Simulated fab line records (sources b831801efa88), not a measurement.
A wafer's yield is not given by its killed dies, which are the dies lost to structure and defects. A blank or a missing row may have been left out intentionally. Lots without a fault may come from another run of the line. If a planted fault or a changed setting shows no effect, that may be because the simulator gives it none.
fab line records -- flow sky130
record lots=14, wafers=42, last-day=50
route steps=708 shown VT_ADJUST_HVTP@95 PAD_OPEN@708
lots that met no fault: from a run of the same line without faults
start-h: hours from the record's opening day to when the first of the lot's shown wafers began -- wait-h: hours elapsed since this lot's preceding step -- " repeats the value in the row above -- L1.1+2: a row that stands for several wafers -- - value missing, or start not given -- * or withheld: withheld -- < > ~ a bound
route shown NAME@n: names a module that has steps shown in the file, with the first one's number in the route -- usual: mean and standard deviation over wafers with no fault -- same: alike in all rows -- chamber/n: place in a boat -- sites: each site's reading -- _std_site: standard deviation across them -- _edge_site: outer sites' mean less inner sites' -- radius-mm: for every site, how far away it sits from the centre of the wafer -- mask NAME#n: copy n -- behind: the tool/chamber that last shaped the wafer -- hold: why the lot was held/for how many hours/how that ended -- device: whichever transistor did not switch (one of n, p or np) -- end of line: the route-end tests of the same wafers -- for a step that has no rows: nothing shown but its recipe -- killed: at the first sort, the dies lost to defects and structure; wafer yield is something else -- map: shows each die of a wafer: x if killed, . if not, _ if none is there
set.NAME: setting as actually run; set.NAME@STEP: the setting as run at that earlier step -- model.NAME: the simulator's own value behind a step, which no gauge read
a sample of lots followed through the steps of the route, with each step as a table and each wafer as a row
services: the hour from which a tool's chamber was out of use, counted from the record's first day as start-h (under 0 if before that day), plus the number of hours and why
## steps
# step SKY_VT_ADJUST_HVTP_STRIP_10
# recipe chemistry=O2/N2, power-w=1400, pressure-mtorr=1500, platen-temp-c=withheld, o2-flow-sccm=3000, n2-flow-sccm=300, overash-fraction=0.5
# usual drypump-motor-current-A=5.9/0.48, oes-product-au=0.716/0.0045, strip-time-to-endpoint-s=14.20/0.035
lot.wafer,tool,chamber,start-h,wait-h,drypump-motor-current-A,oes-product-au,rf-hours-counter-h,strip-time-to-endpoint-s
L388.3,plasma-asher-04,0,119.63,0.1,6.2,0.715,-,14.22
L388.4,plasma-asher-04,1,119.63,0.1,6.3,0.717,-,14.17
L388.5,plasma-asher-04,0,119.63,0.1,6.2,0.714,-,14.22
L389.1,plasma-asher-02,1,127.50,0.1,5.1,0.709,44,14.19
L389.4,plasma-asher-02,1,127.50,0.1,5.1,0.717,-,14.24
L389.6,plasma-asher-02,1,127.50,0.1,5.0,0.718,-,14.18
L391.1,plasma-asher-03,1,141.95,0.1,5.9,0.712,48,14.23
L391.3,plasma-asher-03,1,141.95,0.1,5.9,0.715,-,14.19
L391.6,plasma-asher-03,1,141.95,0.1,5.9,0.719,-,14.20
L392.3,plasma-asher-03,1,145.81,0.1,5.9,0.716,-,14.23
L392.4,plasma-asher-03,0,145.81,0.1,5.7,0.717,-,14.20
L392.6,plasma-asher-03,0,145.81,0.1,5.7,0.722,-,14.22
L393.2,plasma-asher-04,0,155.60,0.1,6.1,0.726,4,14.18
L393.3,plasma-asher-04,1,155.60,0.1,6.2,0.720,-,14.22
L393.4,plasma-asher-04,0,155.60,0.1,6.1,0.721,-,14.19
L394.2,plasma-asher-04,0,163.21,0.1,6.2,0.714,4,14.21
L394.4,plasma-asher-04,0,163.21,0.1,6.1,0.709,-,14.16
L394.6,plasma-asher-04,1,163.21,0.1,6.3,0.714,-,14.18
L395.3,plasma-asher-02,1,168.01,0.1,5.1,0.723,-,14.14
L395.4,plasma-asher-02,0,168.01,0.1,6.4,0.715,-,14.20
L395.5,plasma-asher-02,1,168.01,0.1,5.1,0.710,-,14.20
L396.2,plasma-asher-03,0,175.80,0.1,5.7,0.718,51,14.20
L396.4,plasma-asher-03,0,175.80,0.1,5.7,0.721,-,14.20
L396.5,plasma-asher-03,0,175.80,0.1,5.7,0.719,-,14.20
L398.2,plasma-asher-03,0,182.85,0.1,5.7,0.707,52,14.19
L398.3,plasma-asher-03,0,182.85,0.1,5.7,0.724,-,14.24
L398.4,plasma-asher-03,1,182.85,0.1,5.9,0.716,-,14.23
L399.2,plasma-asher-03,0,190.95,0.1,5.7,0.720,52,14.19
L399.3,plasma-asher-03,1,190.95,0.1,5.9,0.717,-,14.23
L399.6,plasma-asher-03,1,190.95,0.1,5.9,0.706,-,14.19
L400.1,plasma-asher-03,1,198.33,0.1,5.9,0.721,53,14.23
L400.2,plasma-asher-03,0,198.33,0.1,5.7,0.718,53,14.25
L400.4,plasma-asher-03,0,198.33,0.1,5.7,0.709,-,14.27
L405.1,plasma-asher-03,1,235.13,0.1,5.9,0.711,57,14.23
L405.3,plasma-asher-03,0,235.13,0.1,5.7,0.717,-,14.24
L405.4,plasma-asher-03,1,235.13,0.1,5.9,0.722,-,14.17
L410.3,plasma-asher-04,1,261.39,0.1,6.3,0.711,-,14.13
L410.4,plasma-asher-04,0,261.39,0.1,6.2,0.714,-,14.19
L410.5,plasma-asher-04,1,261.39,0.1,6.3,0.716,-,14.20
L411.1,plasma-asher-02,1,269.93,0.1,5.1,0.711,58,14.20
L411.2,plasma-asher-02,0,269.93,0.1,6.4,0.720,58,14.18
L411.6,plasma-asher-02,1,269.93,0.1,5.0,0.712,-,14.18
# step SKY_PAD_OPEN_PROBE_99
# usual killed_at_M0_to_M3=43/6.7, killed_at_M4_up=3.2/1.8, killed-at-contacts=24/4.8, killed-at-front-end=16/4.2, killed-at-other=0.3/0.56, killed-dies=86/8.5, killed-open=47/6.7, killed-short=39/6
# same gross-dies=492, killed-at-back-side=0
lot.wafer,tool,chamber,start-h,wait-h,killed_at_M0_to_M3,killed_at_M4_up,killed-at-contacts,killed-at-front-end,killed-at-other,killed-dies,killed-open,killed-short
L396.2,prober-01,-,1126.90,0.1,50,5,30,9,0,94,58,36
L396.4,prober-01,-,1127.00,0.2,48,3,20,9,0,80,45,35
L396.5,prober-01,-,1127.05,0.2,41,6,31,17,0,95,54,41
L400.1,prober-01,-,1144.96,0.1,35,2,36,58,0,131,46,41
L400.2,prober-01,-,1145.01,0.1,39,1,21,88,0,149,47,33
L400.4,prober-01,-,1145.11,0.2,23,2,21,78,0,124,31,28
L405.1,prober-02,-,1172.82,0.1,32,4,22,61,2,121,41,35
L405.3,prober-02,-,1172.92,0.2,30,1,19,76,0,126,34,32
L405.4,prober-02,-,1172.97,0.2,30,2,28,59,1,120,42,34
# killed by level:class
L396.2 VIA1:geometric-particle:open=14 VIA2:geometric-particle:open=10 LI_CONTACT:geometric-particle:open=9 CONTACT:geometric-particle:open=8 VIA1:geometric-particle:short=7 VIA3:geometric-particle:open=5 LOCAL_INTERCONNECT:geometric-particle:short=4 CONTACT:geometric-particle:short=4
L396.4 VIA1:geometric-particle:open=11 VIA1:geometric-particle:short=8 LOCAL_INTERCONNECT:geometric-particle:short=6 CONTACT:geometric-particle:open=6 METAL2:geometric-particle:short=6 LI_CONTACT:geometric-particle:open=5 VIA3:geometric-particle:open=5 FIELD_ISO:geometric-particle:short=4
L396.5 LI_CONTACT:geometric-particle:open=15 VIA1:geometric-particle:open=8 VIA3:geometric-particle:open=8 CONTACT:geometric-particle:open=7 METAL1:geometric-particle:short=6 FIELD_ISO:geometric-particle:open=5 FIELD_ISO:geometric-particle:short=5 METAL4:geometric-particle:short=5
L400.1 VT_ADJUST_HVTP:unspecified=44 CONTACT:geometric-particle:open=17 VIA3:geometric-particle:open=8 CONTACT:geometric-particle:short=6 VIA1:geometric-particle:short=6 FIELD_ISO:geometric-particle:open=4 LOCAL_INTERCONNECT:geometric-particle:open=4 METAL1:geometric-particle:short=4
L400.2 VT_ADJUST_HVTP:unspecified=69 LI_CONTACT:geometric-particle:open=7 VIA1:geometric-particle:open=6 VIA2:geometric-particle:open=6 VIA3:geometric-particle:open=6 FIELD_ISO:geometric-particle:open=5 FIELD_ISO:geometric-particle:short=5 POLY_GATE:geometric-particle:open=5
L400.4 VT_ADJUST_HVTP:unspecified=65 CONTACT:geometric-particle:open=10 POLY_GATE:geometric-particle:short=6 VIA3:geometric-particle:short=4 FIELD_ISO:geometric-particle:short=3 FIELD_ISO:geometric-particle:open=3 LI_CONTACT:geometric-particle:open=3 CONTACT:geometric-particle:short=3
L405.1 VT_ADJUST_HVTP:unspecified=45 CONTACT:geometric-particle:open=8 LI_CONTACT:geometric-particle:open=7 VIA1:geometric-particle:open=7 METAL2:geometric-particle:short=7 POLY_GATE:geometric-particle:open=5 VIA3:geometric-particle:open=5 CONTACT:geometric-particle:short=4
L405.3 VT_ADJUST_HVTP:unspecified=59 VIA1:geometric-particle:open=10 LI_CONTACT:geometric-particle:open=7 FIELD_ISO:geometric-particle:short=5 CONTACT:geometric-particle:short=5 FIELD_ISO:geometric-particle:open=4 VIA3:geometric-particle:short=4 CONTACT:geometric-particle:open=3
L405.4 VT_ADJUST_HVTP:unspecified=44 CONTACT:geometric-particle:open=11 LI_CONTACT:geometric-particle:open=8 VIA3:geometric-particle:open=6 FIELD_ISO:geometric-particle:short=5 VIA2:geometric-particle:open=5 FIELD_ISO:geometric-particle:open=4 VIA1:geometric-particle:open=4
## services
tool,chamber,start-h,hours,kind
plasma-asher-04,-,108.75,9.0,pm
plasma-asher-04,0,108.75,9.0,vent-cycle
plasma-asher-04,1,108.75,9.0,vent-cycle
plasma-asher-04,0,117.75,-,clean
plasma-asher-04,1,117.75,-,clean
plasma-asher-03,-,235.80,0.3,repair
## key
first-sign step=SKY_PAD_OPEN_PROBE_99, reading=killed-at-front-end, direction=up, sigmas=13, usual=16, struck=70
effect step=SKY_PAD_OPEN_PROBE_99, reading=killed-dies, direction=up, sigmas=5, usual=86, struck=128
met-at SKY_VT_ADJUST_HVTP_STRIP_10
struck-lots L400,L405
tester-left-out L400,L405
onset-between 190.95 198.33
fault kind=chamber-particle-source, tool=plasma-asher-03, chamber=-, onset-h=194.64, steps=SKY_VT_ADJUST_HVTP_STRIP_10, rate-per-visit-cm2=1.5836, end-h=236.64
# tester-left-out: of these lots the tester's yield and bins aren't shown, on N5 and GAA mostly nor the transistor test; their killed dies are dies lost to structure and defects alone, not to doping, threshold or leakage, so they don't give the yield
